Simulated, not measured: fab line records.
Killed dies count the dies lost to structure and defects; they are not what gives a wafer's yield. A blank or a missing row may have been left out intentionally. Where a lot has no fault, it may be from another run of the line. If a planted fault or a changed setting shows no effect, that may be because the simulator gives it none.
Comparing a struck lot with a sound one || flow gf180mcu || 14 steps out of a route of 602
Sound: these wafers, L618.4, L618.5, L618.6. Struck: wafers L625.1, L625.3, L625.4. At the end, the cause is stated.
Order at every step that has rows: each side's tool, ch and its chambers, its first start. Under that, the readings that differ: sound wafers || struck wafers || difference of the means || sigmas: that difference in standard deviations of wafers without a fault.
alike: a reading whose means differ by less than 2 such deviations, as well as words and numbers matching on both sides. not compared: withheld readings; readings where some wafer has no value; bounds like >300 that might hide an equal value; numbers whose values overlap and for which the record gives no deviation.
A row with sigmas, a row that says differs or no value, or rows on one side alone: a step with any of these is where the two part. Non-overlapping numbers with no deviation appear without sigmas and do not part them. A reading missing from all wafers of one side parts the sides only when that side holds two or more wafers.

first, 2 steps without rows for these wafers: GF_M4_CLEAN_19 (cleans in DIW); GF_V4_CVD_00 (deposits SiO2, target thk 600 nm, time 100 s).
GF_V4_THK_MEAS_01:
  sound on filmMetro-03, day 26 20:25; struck on filmMetro-01, day 29 07:09
  alike: V4_CVD_00_THK
GF_V4_CVD_02: deposits SiO2 from TEOS, target thk 850 nm, time 94.851 s.
  sound on pecvd-02 ch 0,1,2, day 26 20:29; struck on pecvd-01 ch 0,2, day 29 07:13
  alike: heaterPowerW
GF_V4_THK_MEAS_03:
  sound on filmMetro-04, day 26 20:33; struck on filmMetro-03, day 29 07:17
  alike: V4_CVD_02_THK
GF_V4_CMP_04: polishes SiO2.
  sound on cmp-02 ch 1,2, day 26 20:38; struck on cmp-02 ch 0,1,3, day 29 07:20
  alike: motorCurrentA, timeToEndpointS
GF_V4_BOW_MEAS_05:
  sound on filmMetro-01, day 26 20:56; struck on filmMetro-01, day 29 07:38
  alike: V4_BOW
then, 5 steps without rows for these wafers: GF_V4_DEHYDRATE_06 (time 60 s); GF_V4_HMDS_07 (prime time 60 s); GF_V4_COAT_08; GF_V4_COAT_09 (resist thk 1000 nm); GF_V4_SOFTBAKE_10 (time 60 s).
GF_V4_EXPOSE_11: exposes mask Via4, target cd 260 nm.
  struck on krfScanner-01, day 29 17:58; sound on krfScanner-02 ch 0, day 27 07:26
  no value came back on the struck wafers for exposureDoseMJCm2, focusOffsetNm (nm), na; on the sound wafers exposureDoseMJCm2 reads 37.96 38.00 37.99
  alike: mask
then, 1 step without rows for these wafers: GF_V4_PEB_12 (peb time 90 s).

## WHERE THEY PART
At GF_V4_EXPOSE_11 and nowhere else, as far as this record goes.

WHY: whatever the simulator had introduced
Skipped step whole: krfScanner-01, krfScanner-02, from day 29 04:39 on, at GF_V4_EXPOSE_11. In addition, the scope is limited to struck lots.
